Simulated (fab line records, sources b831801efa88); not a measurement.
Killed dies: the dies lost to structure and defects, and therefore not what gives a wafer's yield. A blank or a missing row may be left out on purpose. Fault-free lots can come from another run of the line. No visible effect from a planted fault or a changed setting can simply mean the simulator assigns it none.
Struck lot and sound lot, side by side + flow sky130 + 17 out of 708 route steps
Sound: these wafers, L782.1, L782.3, L782.4. Struck: wafers L788.1, L788.4, L788.6. The cause comes at the end.
Per side, at each step with rows, come the tool, then ch with its chambers, and then its first start. Under that, the readings that differ: sound wafers + struck wafers + difference of the means + sigmas: that difference in standard deviations of wafers without a fault.
alike: words and numbers the same on both sides, and readings whose means are apart by under 2 such deviations; not compared: readings that were withheld, readings missing a value for some wafer, numbers with overlapping values and no deviation given by the record, and bounds like >300 which may hide the same value.
The two part at a step that has a row with sigmas, a row that says differs or no value, or rows on one side only. When numbers do not overlap yet have no deviation, they are printed without sigmas and do not part them. A reading that every wafer of one side lacks parts them only if that side has two wafers or more.

first, 1 step without rows for these wafers: SKY_VT_ADJUST_LVTN_IMPLANT_19.
SKY_VT_ADJUST_LVTN_STRIP_20: strips in O2/N2.
  sound on plasma-asher-03 ch 0,1, day 8 10:24; struck on plasma-asher-01 ch 0,1, day 9 16:08
  alike: drypump-motor-current-A, oes-product-au, strip-time-to-endpoint-s
  not compared: rf-hours-counter-h
SKY_VT_ADJUST_LVTN_TW_MEAS_21:
  sound on film-metro-01 at day 8 10:30; struck on film-metro-04 at day 9 16:14
  alike: VT_ADJUST_LVTN_2_TW
then, 7 steps without rows for these wafers: SKY_VT_ADJUST_NCORE_DEHYDRATE_00 (time 60 s); SKY_VT_ADJUST_NCORE_HMDS_01 (prime time 60 s); SKY_VT_ADJUST_NCORE_COAT_02 (resist thk 1140 nm); SKY_VT_ADJUST_NCORE_SOFTBAKE_03 (time 60 s); SKY_VT_ADJUST_NCORE_EXPOSE_04 (exposes mask LVTN COMPLEMENT THIN, target cd 380 nm); SKY_VT_ADJUST_NCORE_PEB_05; SKY_VT_ADJUST_NCORE_DEVELOP_06 (develop time 60 s).
SKY_VT_ADJUST_NCORE_CD_MEAS_07: target cd 380 nm.
  sound on cd-sem-02 at day 9 06:01; struck on cd-sem-01 at day 10 14:40
  alike: cd-nm
SKY_VT_ADJUST_NCORE_OVL_MEAS_08:
  sound on overlay-01 at day 9 06:08; struck on overlay-02 at day 10 14:47
  alike: VT_ADJUST_NCORE_OVL
SKY_VT_ADJUST_NCORE_IMPLANT_09:
  sound on implanter-04 ch 0, day 9 06:11; struck on implanter-04 ch 0, day 10 14:50
| reading                   | sound              | struck               | difference | sigmas      |
|---------------------------|--------------------|----------------------|------------|-------------|
| beam-energy-keV           | 10.000 9.997 9.997 | 13.191 13.193 13.186 | +3.192     | +99 or more |
| model.implant.rp-nm (nm)  | 34.13 34.13 34.13  | 43.03 43.03 43.03    | +8.90      |             |
| model.implant.drp-nm (nm) | 17.11 17.11 17.11  | 20.9 20.9 20.9       | +3.8       |             |
SKY_VT_ADJUST_NCORE_STRIP_10: strips in O2/N2.
  sound on plasma-asher-02 ch 0,1, day 9 06:20; struck on plasma-asher-04 ch 0, day 10 14:59
  alike: drypump-motor-current-A, oes-product-au, strip-time-to-endpoint-s
  not compared: rf-hours-counter-h
SKY_VT_ADJUST_NCORE_TW_MEAS_11:
  sound on film-metro-04 at day 9 06:26; struck on film-metro-03 at day 10 15:05
| reading            | sound             | struck            | difference | sigmas |
|--------------------|-------------------|-------------------|------------|--------|
| VT_ADJUST_NCORE_TW | 221.4 221.8 223.7 | 235.3 234.3 235.3 | +12.7      | +10    |
then, 1 step without rows for these wafers: SKY_VT_ADJUST_HVTR_DEHYDRATE_00 (time 60 s).
-- here the record skips 37 days between the struck wafers' starts before and after, leaving off in module VT_ADJUST_HVTR and picking up in module PAD_OPEN (first step shown: number 708 of the route) --
SKY_PAD_OPEN_PROBE_99:
  sound on prober-01 at day 46 03:40; struck on prober-01 at day 47 15:06
| reading                                    | sound                   | struck                  | difference | sigmas |
|--------------------------------------------|-------------------------|-------------------------|------------|--------|
| model.etest.res-pwell-under-gate.rs-ohm-sq | 2296 2280 2299          | 2246 2255 2246          | -43        |        |
| model.etest.pfet-g5v0d10v5.off-log10-a-um  | -12.56 -12.22 -12.52    | -11.43 -11.98 -11.82    | +0.69      |        |
| model.etest.pfet-g5v0d10v5.vt-sat-v (V)    | -0.6249 -0.598 -0.6199  | -0.538 -0.5794 -0.5919  | +0.044     |        |
| model.etest.pfet_16v.vt-v (V)              | -1.085 -1.078 -1.089    | -1.028 -1.034 -1.027    | +0.054     |        |
| model.etest.pfet-g5v0d10v5.vt-v (V)        | -0.8305 -0.8074 -0.8197 | -0.7492 -0.7937 -0.7993 | +0.0385    |        |
| model.etest.pfet-g5v0d10v5.vt-long-v (V)   | -0.9193 -0.9105 -0.9221 | -0.8773 -0.8828 -0.8716 | +0.0401    |        |
  alike: killed_at_M0_to_M3, killed_at_M4_up, killed-at-contacts, killed-at-front-end, killed-at-other, killed-dies, killed-open, killed-short
  not compared: model.etest.nfet_16v.r-on-ohm-um, model.etest.pfet_16v.drive-ua-um

WHERE THEY PART
Last at SKY_VT_ADJUST_NCORE_TW_MEAS_11 as far as this record goes, first at SKY_VT_ADJUST_NCORE_IMPLANT_09. Later steps at which nothing parts them and some readings are alike: SKY_PAD_OPEN_PROBE_99.

WHY: what the simulator had put in
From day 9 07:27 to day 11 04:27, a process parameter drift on implanter-04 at SKY_VT_ADJUST_NCORE_IMPLANT_09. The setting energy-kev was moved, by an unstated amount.
